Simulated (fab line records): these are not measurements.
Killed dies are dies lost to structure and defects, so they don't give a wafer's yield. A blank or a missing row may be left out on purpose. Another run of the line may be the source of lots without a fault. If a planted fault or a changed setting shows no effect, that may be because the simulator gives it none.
Chamber matching + flow sky130 + 4 sister chambers for SKY_FIELD_ISO_ETCH_15 on rie-diel-03
The step etches the open film in CHF3/O2, stops on Si, target depth 180 nm, time 72 s. 16 wafers are shown with their chamber, then 8 later ones without.

== EACH WAFER AND ITS CHAMBER ==
| wafer  | chamber | drypump-motor-current-A (A) | oes-product-au (a.u.) | chf3-flow-sccm (sccm) |
|--------|---------|-----------------------------|-----------------------|-----------------------|
| L076.2 | 1       | 5.7                         | 0.940                 | 50.00                 |
| L076.3 | 2       | 6.2                         | 0.941                 | 49.85                 |
| L076.6 | 2       | 6.2                         | 0.939                 | 49.77                 |
| L081.1 | 1       | 5.7                         | 0.933                 | 50.23                 |
| L081.2 | 0       | 5.3                         | 0.952                 | 50.07                 |
| L081.3 | 2       | 6.2                         | 0.948                 | 49.92                 |
| L087.3 | 1       | 5.7                         | 0.953                 | 50.25                 |
| L087.4 | 2       | 6.2                         | 0.944                 | 49.81                 |
| L087.5 | 1       | 5.7                         | 0.951                 | 49.99                 |
| L088.1 | 0       | 5.3                         | 0.942                 | 50.21                 |
| L088.2 | 3       | 6.2                         | 0.935                 | 50.23                 |
| L088.4 | 1       | 5.7                         | 0.943                 | 50.01                 |
| L092.1 | 0       | 5.2                         | 0.952                 | 49.85                 |
| L092.2 | 1       | 5.7                         | 0.945                 | 49.89                 |
| L092.3 | 2       | 6.2                         | 0.938                 | 50.25                 |
| L093.4 | 0       | 5.3                         | 0.942                 | 50.12                 |

SIGNATURES, as means of the wafers listed above
| reading                 | chamber 0 | chamber 1 | chamber 2 | chamber 3 | scatter within a chamber |
|-------------------------|-----------|-----------|-----------|-----------|--------------------------|
| drypump-motor-current-A | 5.275     | 5.700     | 6.200     | 6.200     | 0.025                    |
| oes-product-au          | 0.94700   | 0.94417   | 0.94200   | 0.93500   | 0.00602                  |
| chf3-flow-sccm          | 50.0625   | 50.0617   | 49.9200   | 50.2300   | 0.164                    |
Rule: distance of a wafer from a chamber = root of the sum over the readings of ((wafer's reading minus chamber's mean) / reading's scatter) squared. The wafer belongs to the nearest chamber; if the next one is less than 2 further off, it can't be placed. How the scatter is found: for the shown wafers, subtract from each reading the mean of its chamber, square and add these, divide the total by (wafers less chambers), then take the root.

== WAFERS WITHOUT THEIR CHAMBER ==
| wafer  | drypump-motor-current-A (A) | oes-product-au (a.u.) | chf3-flow-sccm (sccm) |
|--------|-----------------------------|-----------------------|-----------------------|
| L093.5 | 5.7                         | 0.937                 | 50.17                 |
| L093.6 | 6.2                         | 0.940                 | 50.23                 |
| L094.2 | 6.2                         | 0.939                 | 50.03                 |
| L094.3 | 5.2                         | 0.938                 | 50.12                 |
| L094.6 | 5.3                         | 0.943                 | 49.97                 |
| L095.1 | 5.7                         | 0.931                 | 50.19                 |
| L095.5 | 6.2                         | 0.943                 | 49.96                 |
| L095.6 | 6.2                         | 0.947                 | 49.79                 |

== CHAMBER TAKEN BY EACH ==
| wafer  | from the rows above     | in truth |
|--------|-------------------------|----------|
| L093.5 | 1                       | 1        |
| L093.6 | can't be placed: 3 or 2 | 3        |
| L094.2 | can't be placed: 2 or 3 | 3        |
| L094.3 | 0                       | 0        |
| L094.6 | 0                       | 0        |
| L095.1 | 1                       | 1        |
| L095.5 | can't be placed: 2 or 3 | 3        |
| L095.6 | 2                       | 2        |
Correctly placed: 5 of 8. Unplaceable from these rows: 3, with the true chamber sitting among the candidates in 3. Wrongly placed: 0.
